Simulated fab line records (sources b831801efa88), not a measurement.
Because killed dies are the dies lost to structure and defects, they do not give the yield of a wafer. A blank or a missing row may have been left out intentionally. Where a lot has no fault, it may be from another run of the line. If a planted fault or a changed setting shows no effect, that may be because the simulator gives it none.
fab line records	flow sky130
record lots=14	wafers=42	last-day=50
route steps=708 shown LDD_LDN@301 SD_P@328 CONTACT@431 VIA1@472 METAL2@483
lots with no fault: from the same line, run without faults
start-h: hours from the record's opening day to when the first of the lot's shown wafers began	wait-h: hours since the lot's step before	" unchanged from the row above	L1.1+2: several wafers, shown together as one row	- no value, or no start given	* or withheld: withheld	< > ~ a bound
route shown NAME@n: names a module that has steps shown in the file, with the first one's number in the route	usual: mean and standard deviation over wafers with no fault	same: alike in all rows	chamber/n: place in a boat	sites: readings site by site	_std_site: standard deviation across them	_edge_site: mean of outer sites minus mean of inner sites	radius-mm: how far each site lies from the wafer's centre	mask NAME#n: copy n	behind: the most recent tool/chamber to have shaped the wafer	hold: the reason the lot was held/the length of the hold in hours/how it ended	device: names the non-switching transistor (n, p or np)	end of line: the tests these same wafers got at the end of their route	a step with no rows: only its recipe	killed: dies that structure and defects cost at the first sort, which is not the same as the wafer's yield	map: per-die view of a wafer (x killed, . not killed, _ where there is no die)
set.NAME: the run value of the setting; set.NAME@STEP: its run value at that earlier step	model.NAME: the simulator's own value behind a step, which no gauge read
a sample of lots followed through the steps of the route, with each step as a table and each wafer as a row
services: a tool's chamber out of use, with start hour (start-h, from the record's first day; less than 0 if before it), hours out, and reason
## steps
# step SKY_LDD_LDN_STRIP_12
# recipe chemistry=O2/N2	power-w=1400	pressure-mtorr=1500	platen-temp-c=withheld	o2-flow-sccm=3000	n2-flow-sccm=300	overash-fraction=0.5
# usual drypump-motor-current-A=5.7/0.36	oes-product-au=0.715/0.0046	strip-time-to-endpoint-s=14.19/0.037
lot.wafer	tool	chamber	start-h	wait-h	drypump-motor-current-A	oes-product-au	rf-hours-counter-h	strip-time-to-endpoint-s
L160.1	plasma-asher-02	1	525.41	0.1	5.2	0.710	42	14.25
L160.3	"	1	"	"	5.2	0.711	-	14.22
L160.5	"	1	"	"	5.2	0.711	-	14.21
L161.2	plasma-asher-01	1	534.11	0.1	5.8	0.723	11	14.20
L161.3	"	0	"	"	5.4	0.708	-	14.28
L161.5	"	0	"	"	5.4	0.728	-	14.24
L164.2	plasma-asher-02	0	568.51	0.1	6.3	0.715	46	14.21
L164.4	"	1	"	"	5.2	0.717	-	14.17
L164.6	"	0	"	"	6.3	0.715	-	14.23
L167.1	plasma-asher-01	0	586.02	0.1	5.5	0.711	16	14.22
L167.2	"	1	"	"	5.8	0.718	16	14.22
L167.3	"	0	"	"	5.4	0.715	-	14.24
L168.1	plasma-asher-01	0	593.31	0.1	5.5	0.715	17	14.19
L168.3	"	0	"	"	5.5	0.716	-	14.23
L168.6	"	1	"	"	5.8	0.718	-	14.21
L171.2	plasma-asher-02	1	622.22	0.1	5.2	0.722	51	14.16
L171.3	"	1	"	"	5.2	0.722	-	14.21
L171.5	"	1	"	"	5.2	0.710	-	14.23
L172.1	plasma-asher-02	1	635.52	0.1	5.2	0.716	52	14.16
L172.4	"	0	"	"	6.3	0.717	-	14.20
L172.5	"	0	"	"	6.3	0.712	-	14.17
L176.1	plasma-asher-02	0	669.85	0.1	6.3	0.718	55	14.13
L176.3	"	1	"	"	5.2	0.715	-	14.14
L176.4	"	0	"	"	6.3	0.716	-	14.15
L177.1	plasma-asher-01	1	674.05	0.1	5.9	0.717	25	14.18
L177.2	"	0	"	"	5.5	0.725	25	14.20
L177.3	"	0	"	"	5.4	0.716	-	14.18
L178.2	plasma-asher-04	1	688.05	0.1	5.5	0.717	93	14.18
L178.3	"	1	"	"	5.5	0.710	-	14.19
L178.4	"	0	"	"	6.0	0.717	-	14.20
L180.1	plasma-asher-01	0	698.87	0.1	5.4	0.715	28	14.17
L180.3	"	1	"	"	5.9	0.710	-	14.11
L180.5	"	0	"	"	5.4	0.711	-	14.15
L181.3	plasma-asher-01	0	704.65	0.1	5.4	0.715	-	14.18
L181.4	"	1	"	"	5.8	0.714	-	14.22
L181.6	"	1	"	"	5.8	0.722	-	14.22
L182.2	plasma-asher-04	0	714.35	0.2	6.0	0.713	96	14.24
L182.3	"	0	"	"	6.0	0.705	-	14.17
L182.5	"	0	"	"	6.0	0.721	-	14.21
L183.4	plasma-asher-01	1	716.95	0.1	5.8	0.723	-	14.16
L183.5	"	0	"	"	5.5	0.714	-	14.12
L183.6	"	1	"	"	5.8	0.721	-	14.16
# step SKY_SD_P_OVL_MEAS_08
# usual SD_P_OVL=-0.5/1.4
lot.wafer	tool	chamber	start-h	wait-h	SD_P_OVL[nm]
L160.1	overlay-01	-	587.60	0.1	-1.8
L160.3	"	-	"	"	-0.7
L160.5	"	-	"	"	-0.8
L161.2	overlay-01	-	594.61	0.1	-2.1
L161.3	"	-	"	"	-3.6
L161.5	"	-	"	"	-1.7
L164.2	overlay-01	-	629.21	0.1	-1.4
L164.4	"	-	"	"	-1.2
L164.6	"	-	"	"	-0.8
L167.1	overlay-01	-	647.54	0.1	0.3
L167.2	"	-	"	"	-2.2
L167.3	"	-	"	"	-1.9
L168.1	overlay-02	-	653.10	0.1	3.3
L168.3	"	-	"	"	3.5
L168.6	"	-	"	"	0.9
L171.2	overlay-02	-	681.06	0.1	0.5
L171.3	"	-	"	"	-3.1
L171.5	"	-	"	"	-1.8
L172.1	overlay-02	-	696.63	0.1	1.0
L172.4	"	-	"	"	1.0
L172.5	"	-	"	"	-0.7
L176.1	overlay-01	-	726.63	0.1	-1.0
L176.3	"	-	"	"	-1.1
L176.4	"	-	"	"	0.1
L177.1	overlay-01	-	729.84	0.1	-3.2
L177.2	"	-	"	"	-3.5
L177.3	"	-	"	"	-4.4
L178.2	overlay-01	-	745.51	0.1	0.0
L178.3	"	-	"	"	1.8
L178.4	"	-	"	"	0.5
L180.1	overlay-01	-	755.48	0.1	-1.1
L180.3	"	-	"	"	-2.2
L180.5	"	-	"	"	-0.9
L181.3	overlay-01	-	761.06	0.1	-0.7
L181.4	"	-	"	"	-0.5
L181.6	"	-	"	"	-1.7
L182.2	overlay-02	-	770.31	0.1	1.1
L182.3	"	-	"	"	0.6
L182.5	"	-	"	"	0.8
L183.4	overlay-01	-	773.52	0.1	-0.1
L183.5	"	-	"	"	0.0
L183.6	"	-	"	"	0.5
# step SKY_CONTACT_RS_MEAS_25
# recipe thk-meas-gauge=four-point-probe	reads=W_of_CONTACT_CVD_24+TiN_of_CONTACT_SPUTTER_23
# usual CONTACT_W_RS=0.338/0.0043
lot.wafer	tool	chamber	start-h	wait-h	CONTACT_W_RS[ohm/sq]
L160.1	film-metro-01	-	735.92	0.1	0.337
L160.3	"	-	"	"	0.340
L160.5	"	-	"	"	0.335
L161.2	film-metro-03	-	741.01	0.1	0.344
L161.3	"	-	"	"	0.345
L161.5	"	-	"	"	0.338
L164.2	film-metro-04	-	774.73	0.1	0.336
L164.4	"	-	"	"	0.338
L164.6	"	-	"	"	0.335
L167.1	film-metro-01	-	790.75	0.1	0.340
L167.2	"	-	"	"	0.341
L167.3	"	-	"	"	0.344
L168.1	film-metro-03	-	794.00	0.1	0.332
L168.3	"	-	"	"	0.335
L168.6	"	-	"	"	0.334
L171.2	film-metro-01	-	820.56	0.1	0.340
L171.3	"	-	"	"	0.342
L171.5	"	-	"	"	0.343
L172.1	film-metro-03	-	837.63	0.2	0.332
L172.4	"	-	"	"	0.327
L172.5	"	-	"	"	0.332
L177.1	film-metro-03	-	868.26	0.1	0.337
L177.2	"	-	"	"	0.334
L177.3	"	-	"	"	0.334
L176.1	film-metro-03	-	871.44	0.1	0.336
L176.3	"	-	"	"	0.344
L176.4	"	-	"	"	0.330
L178.2	film-metro-03	-	882.60	0.1	0.335
L178.3	"	-	"	"	0.342
L178.4	"	-	"	"	0.341
L180.1	film-metro-03	-	892.72	0.1	0.333
L180.3	"	-	"	"	0.335
L180.5	"	-	"	"	0.338
L181.3	film-metro-01	-	897.25	0.1	0.342
L181.4	"	-	"	"	0.335
L181.6	"	-	"	"	0.340
L182.2	film-metro-04	-	905.11	0.1	0.339
L182.3	"	-	"	"	0.342
L182.5	"	-	"	"	0.343
L183.4	film-metro-01	-	908.80	0.1	0.338
L183.5	"	-	"	"	0.330
L183.6	"	-	"	"	0.337
# step SKY_VIA1_ETCH_14
# recipe chemistry=N2/H2	target=BARC	ion-energy-ev=200	source-w=500	bias-w=100	pressure-mtorr=30	n2-flow-sccm=100	h2-flow-sccm=200	stop-on=SiO2	time-s=45.9	target-depth-a=600
# usual drypump-motor-current-A=5.60/0.23	oes-product-au=0.854/0.0049	run-length-s=74.1/0.51	throttle-valve-pct=13.225/0.01
lot.wafer	tool	chamber	start-h	wait-h	drypump-motor-current-A	oes-product-au	rf-hours-counter-h	run-length-s	throttle-valve-pct
L160.1	rie-diel-02	1	791.89	0.0	6.09	0.856	10	74.0	13.220
L160.3	"	3	"	"	5.54	0.851	4	74.5	13.229
L160.5	"	3	"	"	5.56	0.848	-	74.7	13.223
L161.2	rie-diel-01	0	796.23	0.0	5.56	0.864	13	74.3	13.215
L161.3	"	3	"	"	5.34	0.844	15	73.6	13.235
L161.5	"	1	"	"	5.85	0.853	-	74.2	13.244
L164.2	rie-diel-01	1	829.37	0.0	5.83	0.857	7	74.6	13.228
L164.4	"	2	"	"	5.79	0.857	30	73.2	13.220
L164.6	"	1	"	"	5.83	0.850	-	74.4	13.228
L167.1	rie-diel-02	2	845.42	0.0	5.30	0.859	9	73.8	13.229
L167.2	"	0	"	"	5.45	0.859	9	74.4	13.239
L167.3	"	3	"	"	5.56	0.855	5	74.8	13.229
L168.1	rie-diel-02	1	849.52	0.0	6.10	0.855	12	73.5	13.226
L168.3	"	0	"	"	5.46	0.851	9	74.3	13.212
L168.6	"	3	"	"	5.57	0.853	-	75.1	13.236
L171.2	rie-diel-02	3	876.07	0.0	5.55	0.857	6	74.6	13.222
L171.3	"	1	"	"	6.09	0.853	12	73.6	13.225
L171.5	"	0	"	"	5.43	1.003	-	40.8	13.245
L172.1	rie-diel-02	0	890.62	0.0	5.45	0.859	10	74.6	13.238
L172.4	"	3	"	"	5.55	1.007	7	40.9	13.243
L172.5	"	0	"	"	5.41	0.989	-	40.8	13.228
L177.1	rie-diel-03	2	921.62	0.0	5.70	0.855	25	74.1	13.229
L177.2	"	1	"	"	5.64	0.847	4	74.4	13.234
L177.3	"	0	"	"	5.33	0.855	6	73.2	13.236
L176.1	rie-diel-03	2	924.92	0.0	5.69	0.854	25	74.6	13.214
L176.3	"	0	"	"	5.34	0.852	6	73.3	13.230
L176.4	"	2	"	"	5.69	0.860	-	74.4	13.225
L178.2	rie-diel-01	0	933.97	0.0	5.55	0.853	18	74.3	13.231
L178.3	"	1	"	"	5.82	0.858	11	74.9	13.231
L178.4	"	3	"	"	5.30	0.849	-	73.8	13.208
L180.1	rie-diel-01	0	944.47	0.0	5.53	0.842	18	74.3	13.212
L180.3	"	2	"	"	5.83	0.844	2	73.6	13.230
L180.5	"	2	"	"	5.83	0.854	-	73.3	13.208
L181.3	rie-diel-03	2	949.02	0.0	5.68	0.863	26	74.2	13.224
L181.4	"	2	"	"	5.66	0.850	-	74.4	13.212
L181.6	"	1	"	"	5.61	0.853	-	73.8	13.222
L182.2	rie-diel-02	1	957.33	0.0	6.08	0.856	14	73.7	13.226
L182.3	"	0	"	"	5.44	0.851	12	75.0	13.233
L182.5	"	3	"	"	5.55	0.853	-	74.7	13.220
L183.4	rie-diel-02	1	961.08	0.0	6.07	0.859	14	74.1	13.237
L183.5	"	3	"	"	5.58	0.856	-	74.6	13.215
L183.6	"	0	"	"	5.45	0.855	-	74.3	13.230
# step SKY_VIA1_ETCH_15
# recipe target=SiO2	chemistry=C4F8/O2/Ar	target-depth-nm=351	stop-on=TiN	mask-material=KrF-thick	source-w=1500	bias-w=1200	pressure-mtorr=40	c4f8-flow-sccm=withheld	O2_flow_sccm=6	Ar_flow_sccm=300	time-s=54
# usual oes-product-au=0.981/0.0061	run-length-s=82.2/0.5
lot.wafer	tool	chamber	start-h	wait-h	oes-product-au	rf-hours-counter-h	run-length-s
L160.1	rie-diel-02	1	791.93	0.0	0.982	10	81.9
L160.3	"	3	"	"	0.981	4	83.3
L160.5	"	3	"	"	0.982	-	82.5
L161.2	rie-diel-01	0	796.27	0.0	0.986	13	82.5
L161.3	"	3	"	"	0.982	15	81.6
L161.5	"	1	"	"	0.971	-	82.4
L164.2	rie-diel-01	1	829.42	0.0	0.967	7	83.0
L164.4	"	2	"	"	0.981	31	81.5
L164.6	"	1	"	"	0.976	-	82.3
L167.1	rie-diel-02	2	845.47	0.0	0.980	9	82.8
L167.2	"	0	"	"	0.980	9	82.7
L167.3	"	3	"	"	0.983	5	82.6
L168.1	rie-diel-02	1	849.56	0.0	0.973	12	82.1
L168.3	"	0	"	"	0.982	9	82.5
L168.6	"	3	"	"	0.988	-	82.7
L171.2	rie-diel-02	3	876.12	0.0	0.986	6	83.0
L171.3	"	1	"	"	0.968	12	81.5
L171.5	"	0	"	"	0.381	-	82.9
L172.1	rie-diel-02	0	890.66	0.0	0.987	10	82.7
L172.4	"	3	"	"	0.368	7	82.5
L172.5	"	0	"	"	0.368	-	82.6
L177.1	rie-diel-03	2	921.67	0.0	0.981	25	82.3
L177.2	"	1	"	"	0.973	4	82.1
L177.3	"	0	"	"	0.980	6	81.6
L176.1	rie-diel-03	2	924.96	0.0	0.977	25	82.6
L176.3	"	0	"	"	0.983	6	81.5
L176.4	"	2	"	"	0.984	-	82.6
L178.2	rie-diel-01	0	934.02	0.0	0.986	18	82.6
L178.3	"	1	"	"	0.990	11	82.9
L178.4	"	3	"	"	0.981	-	81.4
L180.1	rie-diel-01	0	944.52	0.0	0.992	18	82.1
L180.3	"	2	"	"	0.986	2	81.3
L180.5	"	2	"	"	0.987	-	81.4
L181.3	rie-diel-03	2	949.07	0.0	0.980	26	82.4
L181.4	"	2	"	"	0.981	-	82.2
L181.6	"	1	"	"	0.976	-	82.2
L182.2	rie-diel-02	1	957.37	0.0	0.973	14	81.7
L182.3	"	0	"	"	0.985	12	82.7
L182.5	"	3	"	"	0.976	-	82.7
L183.4	rie-diel-02	1	961.12	0.0	0.984	14	81.9
L183.5	"	3	"	"	0.985	-	83.1
L183.6	"	0	"	"	0.984	-	82.4
# step SKY_VIA1_STRIP_16
# recipe chemistry=O2/N2	power-w=1400	pressure-mtorr=1500	platen-temp-c=withheld	o2-flow-sccm=3000	n2-flow-sccm=300	overash-fraction=0.5
# usual drypump-motor-current-A=5.4/0.45	oes-product-au=0.415/0.0044	strip-time-to-endpoint-s=4.450/0.016
lot.wafer	tool	chamber	start-h	wait-h	drypump-motor-current-A	oes-product-au	rf-hours-counter-h	strip-time-to-endpoint-s
L160.1	plasma-asher-02	1	791.98	0.0	5.2	0.423	67	4.467
L160.3	"	1	"	"	5.2	0.414	-	4.471
L160.5	"	1	"	"	5.2	0.415	-	4.446
L161.2	plasma-asher-01	1	796.32	0.0	5.8	0.413	38	4.441
L161.3	"	1	"	"	5.8	0.417	-	4.440
L161.5	"	0	"	"	5.5	0.416	-	4.443
L164.2	plasma-asher-03	0	829.46	0.0	5.1	0.413	101	4.470
L164.4	"	1	"	"	5.1	0.411	-	4.472
L164.6	"	1	"	"	5.1	0.404	-	4.471
L167.1	plasma-asher-02	1	845.51	0.0	5.2	0.418	71	4.444
L167.2	"	0	"	"	6.3	0.407	71	4.450
L167.3	"	0	"	"	6.3	0.415	-	4.430
L168.1	plasma-asher-03	0	849.61	0.0	5.0	0.424	103	4.431
L168.3	"	0	"	"	5.1	0.418	-	4.448
L168.6	"	1	"	"	5.1	0.413	-	4.441
L171.2	plasma-asher-03	0	876.16	0.0	5.1	0.416	106	4.404
L171.3	"	0	"	"	5.1	0.413	-	4.415
L171.5	"	1	"	"	5.1	0.429	-	4.754
L172.1	plasma-asher-03	0	890.71	0.0	5.0	0.417	107	4.455
L172.4	"	1	"	"	5.1	0.431	-	4.778
L172.5	"	0	"	"	5.0	0.427	-	4.810
L177.1	plasma-asher-03	1	921.71	0.0	5.1	0.419	110	4.437
L177.2	"	0	"	"	5.0	0.415	110	4.445
L177.3	"	1	"	"	5.0	0.416	-	4.438
L176.1	plasma-asher-02	0	925.01	0.0	6.3	0.412	79	4.472
L176.3	"	1	"	"	5.2	0.411	-	4.462
L176.4	"	0	"	"	6.3	0.418	-	4.458
L178.2	plasma-asher-01	1	934.06	0.0	5.8	0.409	53	4.457
L178.3	"	0	"	"	5.5	0.408	-	4.440
L178.4	"	1	"	"	5.9	0.418	-	4.445
L180.1	plasma-asher-01	0	944.56	0.0	5.4	0.406	54	4.425
L180.3	"	0	"	"	5.5	0.415	-	4.434
L180.5	"	1	"	"	5.8	0.418	-	4.421
L181.3	plasma-asher-02	0	949.15	0.1	6.2	0.414	-	4.436
L181.4	"	1	"	"	5.2	0.419	-	4.450
L181.6	"	0	"	"	6.2	0.418	-	4.464
L182.2	plasma-asher-01	0	957.41	0.0	5.4	0.414	55	4.480
L182.3	"	1	"	"	5.9	0.414	-	4.464
L182.5	"	1	"	"	5.9	0.411	-	4.440
L183.4	plasma-asher-03	1	961.20	0.1	5.1	0.405	-	4.424
L183.5	"	0	"	"	5.0	0.412	-	4.459
L183.6	"	1	"	"	5.1	0.404	-	4.449
# step SKY_METAL2_SPUTTER_00
# recipe material=Ti	target-thk-nm=15	power-w=3000	time-s=10	chamber-pressure-pa=0.4
# usual cathode-dc-power-W=2999.9/0.53	chamber-pressure-pa=0.3999/0.00078	throttle-valve-pct=29.9/1.1
lot.wafer	tool	chamber	start-h	wait-h	cathode-dc-power-W	chamber-pressure-pa	throttle-valve-pct
L160.1	pvd-sputter-03	-	793.23	0.1	3000.0	0.3997	29.6
L160.3	"	-	"	"	3000.0	0.4021	30.7
L160.5	"	-	"	"	2999.7	0.3993	29.0
L161.2	pvd-sputter-03	-	797.58	0.1	3000.3	0.3996	30.0
L161.3	"	-	"	"	2998.7	0.3997	29.3
L161.5	"	-	"	"	3000.8	0.3998	29.1
L164.2	pvd-sputter-02	-	830.69	0.1	3000.7	0.3998	30.7
L164.4	"	-	"	"	3001.1	0.4001	29.8
L164.6	"	-	"	"	2999.8	0.3996	29.9
L167.1	pvd-sputter-02	-	846.74	0.1	2999.7	0.4009	30.6
L167.2	"	-	"	"	2999.9	0.3998	28.4
L167.3	"	-	"	"	2999.1	0.3996	29.6
L168.1	pvd-sputter-04	-	850.83	0.1	2999.6	0.4009	29.3
L168.3	"	-	"	"	3000.2	0.4011	28.7
L168.6	"	-	"	"	3000.4	0.3997	28.4
L171.2	pvd-sputter-02	-	877.42	0.2	3001.0	0.4013	28.5
L171.3	"	-	"	"	2999.7	0.3992	30.5
L172.1	pvd-sputter-04	-	891.94	0.1	2999.2	0.3999	30.6
L177.1	pvd-sputter-03	-	922.98	0.2	2999.2	0.3998	28.9
L177.2	"	-	"	"	2999.9	0.3984	30.0
L177.3	"	-	"	"	3000.5	0.4010	29.3
L176.1	pvd-sputter-04	-	926.31	0.1	2999.8	0.3987	32.2
L176.3	"	-	"	"	2999.9	0.3987	28.7
L176.4	"	-	"	"	3000.0	0.3990	28.7
L178.2	pvd-sputter-03	-	935.29	0.2	2999.6	0.3995	30.1
L178.3	"	-	"	"	3000.7	0.3990	28.9
L178.4	"	-	"	"	2999.7	0.4000	28.7
L180.1	pvd-sputter-04	-	945.80	0.1	3000.0	0.4007	32.3
L180.3	"	-	"	"	3000.3	0.3989	29.3
L180.5	"	-	"	"	3000.6	0.4006	31.9
L181.3	pvd-sputter-03	-	950.34	0.1	2999.4	0.3998	28.9
L181.4	"	-	"	"	2999.9	0.4003	29.1
L181.6	"	-	"	"	3000.1	0.3999	30.0
L182.2	pvd-sputter-04	-	958.72	0.2	2999.5	0.3993	28.5
L182.3	"	-	"	"	2999.1	0.4013	29.3
L182.5	"	-	"	"	2999.9	0.3995	30.5
L183.4	pvd-sputter-04	-	962.39	0.2	2999.5	0.4018	28.8
L183.5	"	-	"	"	3000.4	0.4006	28.7
L183.6	"	-	"	"	3000.1	0.3996	30.7
## services
tool	chamber	start-h	hours	kind
rie-diel-03	2	532.48	36.3	repair
rie-diel-03	0	547.21	5.8	repair
rie-diel-03	1	548.95	9.0	repair
rie-diel-01	0	560.59	4.1	repair
plasma-asher-02	-	586.14	12.0	repair
rie-diel-02	-	590.82	1.0	repair
rie-diel-02	0	600.40	10.4	repair
plasma-asher-03	-	630.73	1.2	repair
rie-diel-03	0	630.74	8.1	repair
plasma-asher-02	-	645.45	5.3	repair
rie-diel-03	2	677.98	25.7	repair
plasma-asher-03	-	712.82	2.8	pm
rie-diel-03	1	718.14	9.3	repair
rie-diel-02	-	730.96	0.3	repair
rie-diel-03	-	731.23	0.6	repair
plasma-asher-01	-	738.13	1.7	repair
rie-diel-02	0	754.52	12.3	repair
rie-diel-03	2	762.65	1.8	repair
plasma-asher-02	-	787.73	2.8	pm
plasma-asher-02	-	798.73	13.0	repair
rie-diel-01	2	810.21	1.4	repair
rie-diel-01	1	872.11	2.4	repair
rie-diel-01	2	930.93	3.9	repair
rie-diel-02	0	961.49	5.7	repair
## key
first-sign step=SKY_VIA1_ETCH_14	reading=run-length-s	direction=down	sigmas=66	usual=*	struck=*
effect step=SKY_VIA1_ETCH_14	reading=oes-product-au	direction=up	sigmas=30	usual=0.854	struck=0.999
effect step=SKY_VIA1_ETCH_15	reading=oes-product-au	direction=down	sigmas=99+	usual=0.981	struck=0.372
effect step=SKY_VIA1_STRIP_16	reading=strip-time-to-endpoint-s	direction=up	sigmas=20	usual=*	struck=*
effect step=SKY_METAL2_SPUTTER_00	reading=visit	direction=missing
met-at SKY_VIA1_ETCH_14
struck-lots L171,L172
struck-wafers L171.5,L172.4,L172.5
later-rows-left-out L171.5,L172.4,L172.5
sort-left-out L171.5,L172.4,L172.5
not-acting-at SKY_LDD_LDN_STRIP_12,SKY_SD_P_OVL_MEAS_08,SKY_CONTACT_RS_MEAS_25
onset-between 849.52 876.07
fault kind=process-parameter-drift	tool=rie-diel-02	chamber=-	onset-h=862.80	steps=SKY_VIA1_ETCH_14	channel=time-s	offset=*	shape=step	end-h=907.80	scope=struck-wafers-only	acts-in=*	stated=*
# sort-left-out: the simulated sort isn't trusted on such a fault, so these wafers' sort isn't shown, and their yield isn't known
# later-rows-left-out: the simulator's readings of these wafers behind a module that went badly wrong aren't trusted and aren't shown, but for the sort
